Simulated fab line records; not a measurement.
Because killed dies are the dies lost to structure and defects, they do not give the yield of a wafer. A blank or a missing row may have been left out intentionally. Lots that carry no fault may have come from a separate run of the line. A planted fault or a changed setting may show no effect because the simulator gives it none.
One fault through the eyes of 2 desks    flow sky130    each desk has only its own numbers; what lay behind them comes last

THE METROLOGY DESK
Lot by lot, what the gauges showed, no matter which tool ran the lot: averages of those sampled wafers that carry a number. The brackets show how far a lot's mean lies from the usual mean; more than 4 standard deviations puts the lot out of limits, marked OUT.
Columns: A = POLY_CUT_OVL at SKY_POLY_CUT_OVL_MEAS_09, usual 0 nm; B = LOCAL_INTERCONNECT_TIN_THK at SKY_LOCAL_INTERCONNECT_THK_MEAS_02, usual 99.1 nm
lot   first seen here  A    B
L953  day 24 02:34     -2   97.9
L956  day 25 17:32     0    98.0
L957  day 25 18:15     1    100.5
L958  day 26 01:40     -3   99.3
L965  day 28 13:52     5    101.9
L964  day 28 14:49     -4   97.8
L967  day 29 02:17     -4   98.0
L968  day 29 11:28     2    99.6
L969  day 29 22:24     2    101.2
L971  day 30 10:08     -10  98.0
L973  day 30 17:18     1    98.8
L976  day 31 17:53     -3   99.1
This desk's finding: nothing out of limits on any of the 12 lots.

DESK OF THE TOOL OWNER: lithoTrack-03
The tool's own readings at SKY_VT_ADJUST_PCH_COAT_02 (resist thk 3000 nm): means of the sampled wafers that have a number, for each lot that ran on this tool. The brackets show how far a lot's mean lies from the usual mean; more than 4 standard deviations puts the lot out of limits, marked OUT.
Columns: A = chillPlateTempC at SKY_VT_ADJUST_PCH_COAT_02, usual 22.99 C
lot   first seen here  A
L958  day 11 13:19     22.95
L964  day 13 08:46     22.85
L965  day 13 14:31     22.91
L967  day 14 00:59     23.12
This desk's finding: nothing out of limits on any of the 4 lots.

TAKEN TOGETHER
Metrology desk: nothing out of limits seen.
Nothing out of limits was seen by the tool owner's desk.

WHAT THE SIMULATOR PUT IN
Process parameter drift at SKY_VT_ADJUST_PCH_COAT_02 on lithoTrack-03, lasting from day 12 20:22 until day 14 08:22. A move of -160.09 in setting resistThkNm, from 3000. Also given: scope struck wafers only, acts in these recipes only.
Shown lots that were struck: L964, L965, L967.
